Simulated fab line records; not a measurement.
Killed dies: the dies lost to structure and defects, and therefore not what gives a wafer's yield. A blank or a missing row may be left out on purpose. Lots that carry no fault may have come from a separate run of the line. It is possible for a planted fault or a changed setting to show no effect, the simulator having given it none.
Split-lot experiment || flow gf180mcu || 5 lots, 23 wafers read, on a route of 602 steps

== ABOUT THE SPLIT ==
At GF_LVPWELL_IMPLANT_08, the setting dose-cm2 was moved away from the recipe's 1.5e+13 on 5 of the 23 wafers read, by -7.1% to +11.1%. For the rest of the wafers, this setting stayed at what the recipe calls for.

== FROM THE SPLIT TO THE READING: what the file shows between them, 2 steps ==
- GF_LVPWELL_IMPLANT_09
- GF_LVPWELL_STRIP_10: strips in O2/N2

== THE READING ==
LVPWELL_TW, at GF_LVPWELL_TW_MEAS_11. Fault-free wafers of this fab line usually give 559, standard deviation 6.8.

{"wafer": "L074.1", "tool, chamber at the split": "implanter-03, 0", "dose-cm2 as run": 1.5e+13, "against the recipe": "recipe", "LVPWELL_TW": 552, "against lot-mates on the recipe": "-"}
{"wafer": "L074.2", "tool, chamber at the split": "implanter-03, 0", "dose-cm2 as run": 1.393e+13, "against the recipe": "-7.1%", "LVPWELL_TW": 543, "against lot-mates on the recipe": -7}
{"wafer": "L074.4", "tool, chamber at the split": "implanter-03, 0", "dose-cm2 as run": 1.393e+13, "against the recipe": "-7.1%", "LVPWELL_TW": 543, "against lot-mates on the recipe": -7}
{"wafer": "L074.5", "tool, chamber at the split": "implanter-03, 0", "dose-cm2 as run": 1.5e+13, "against the recipe": "recipe", "LVPWELL_TW": 551, "against lot-mates on the recipe": "-"}
{"wafer": "L074.6", "tool, chamber at the split": "implanter-03, 0", "dose-cm2 as run": 1.5e+13, "against the recipe": "recipe", "LVPWELL_TW": 548, "against lot-mates on the recipe": "-"}
{"wafer": "L075.1", "tool, chamber at the split": "implanter-01, 0", "dose-cm2 as run": 1.5e+13, "against the recipe": "recipe", "LVPWELL_TW": 563, "against lot-mates on the recipe": "-"}
{"wafer": "L075.5", "tool, chamber at the split": "implanter-01, 0", "dose-cm2 as run": 1.5e+13, "against the recipe": "recipe", "LVPWELL_TW": 562, "against lot-mates on the recipe": "-"}
{"wafer": "L075.6", "tool, chamber at the split": "implanter-01, 0", "dose-cm2 as run": 1.5e+13, "against the recipe": "recipe", "LVPWELL_TW": 566, "against lot-mates on the recipe": "-"}
{"wafer": "L078.1", "tool, chamber at the split": "implanter-03, 0", "dose-cm2 as run": 1.5e+13, "against the recipe": "recipe", "LVPWELL_TW": 551, "against lot-mates on the recipe": "-"}
{"wafer": "L078.3", "tool, chamber at the split": "implanter-03, 0", "dose-cm2 as run": 1.5e+13, "against the recipe": "recipe", "LVPWELL_TW": 551, "against lot-mates on the recipe": "-"}
{"wafer": "L078.4", "tool, chamber at the split": "implanter-03, 0", "dose-cm2 as run": 1.5e+13, "against the recipe": "recipe", "LVPWELL_TW": 548, "against lot-mates on the recipe": "-"}
{"wafer": "L078.5", "tool, chamber at the split": "implanter-03, 0", "dose-cm2 as run": 1.5e+13, "against the recipe": "recipe", "LVPWELL_TW": 552, "against lot-mates on the recipe": "-"}
{"wafer": "L078.6", "tool, chamber at the split": "implanter-03, 0", "dose-cm2 as run": 1.5e+13, "against the recipe": "recipe", "LVPWELL_TW": 551, "against lot-mates on the recipe": "-"}
{"wafer": "L079.1", "tool, chamber at the split": "implanter-01, 0", "dose-cm2 as run": 1.5e+13, "against the recipe": "recipe", "LVPWELL_TW": 562, "against lot-mates on the recipe": "-"}
{"wafer": "L079.3", "tool, chamber at the split": "implanter-01, 0", "dose-cm2 as run": 1.5e+13, "against the recipe": "recipe", "LVPWELL_TW": 563, "against lot-mates on the recipe": "-"}
{"wafer": "L079.4", "tool, chamber at the split": "implanter-01, 0", "dose-cm2 as run": 1.5e+13, "against the recipe": "recipe", "LVPWELL_TW": 564, "against lot-mates on the recipe": "-"}
{"wafer": "L079.5", "tool, chamber at the split": "implanter-01, 0", "dose-cm2 as run": 1.5e+13, "against the recipe": "recipe", "LVPWELL_TW": 563, "against lot-mates on the recipe": "-"}
{"wafer": "L079.6", "tool, chamber at the split": "implanter-01, 0", "dose-cm2 as run": 1.5e+13, "against the recipe": "recipe", "LVPWELL_TW": 563, "against lot-mates on the recipe": "-"}
{"wafer": "L085.1", "tool, chamber at the split": "implanter-02, 0", "dose-cm2 as run": 1.666e+13, "against the recipe": "+11.1%", "LVPWELL_TW": 584, "against lot-mates on the recipe": "+16"}
{"wafer": "L085.3", "tool, chamber at the split": "implanter-02, 0", "dose-cm2 as run": 1.5e+13, "against the recipe": "recipe", "LVPWELL_TW": 567, "against lot-mates on the recipe": "-"}
{"wafer": "L085.4", "tool, chamber at the split": "implanter-02, 0", "dose-cm2 as run": 1.5e+13, "against the recipe": "recipe", "LVPWELL_TW": 570, "against lot-mates on the recipe": "-"}
{"wafer": "L085.5", "tool, chamber at the split": "implanter-02, 0", "dose-cm2 as run": 1.666e+13, "against the recipe": "+11.1%", "LVPWELL_TW": 585, "against lot-mates on the recipe": "+16"}
{"wafer": "L085.6", "tool, chamber at the split": "implanter-02, 0", "dose-cm2 as run": 1.666e+13, "against the recipe": "+11.1%", "LVPWELL_TW": 583, "against lot-mates on the recipe": "+14"}

THE FIT
A straight line over all 23 wafers: LVPWELL_TW changes by +2.28 for each +1% of dose-cm2; r = +0.85; the points scatter about the line by 6.7.
The same after taking each lot's own level away (the mean of its wafers on the recipe; 23 wafers): +1.31 for each +1%; r = +0.97; scatter 1.4.
That fit puts the effect of the largest move of dose-cm2 on the reading at 14.
Measured against the standard deviation above, the lots' own levels, which go from 550.3 to 568.5, span 2.7 times it.
So the slope is not independent of the lot-to-lot level: the two fits are not the same.
Check: with one of the wafers moved furthest among these (+11.1%) left out of the fit, the line predicts +14.5 for it against its lot-mates. It came out at +15.5 against them.

== THE OTHER SPLITS THESE WAFERS WENT THROUGH ==
Before the reading, these wafers also passed through other splits. Each is held against what the fit with the lots' levels taken away leaves over:
{"other split on the same wafers": "GF_STI_COAT_07 resist-thk-nm", "wafers away from the commonest value": 10, "r with LVPWELL_TW (lot level and that fit taken away)": -0.11}
{"other split on the same wafers": "GF_STI_WET_ETCH_17 temp-c", "wafers away from the commonest value": 15, "r with LVPWELL_TW (lot level and that fit taken away)": -0.19}
{"other split on the same wafers": "GF_DNWELL_COAT_02 spin-rpm", "wafers away from the commonest value": 7, "r with LVPWELL_TW (lot level and that fit taken away)": -0.09}
{"other split on the same wafers": "GF_NWELL_COAT_02 spin-rpm", "wafers away from the commonest value": 8, "r with LVPWELL_TW (lot level and that fit taken away)": -0.17}

== THE FILE'S OWN FIT ==
LVPWELL_TW changes by +1.32 for each +1% of dose-cm2, r = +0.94.
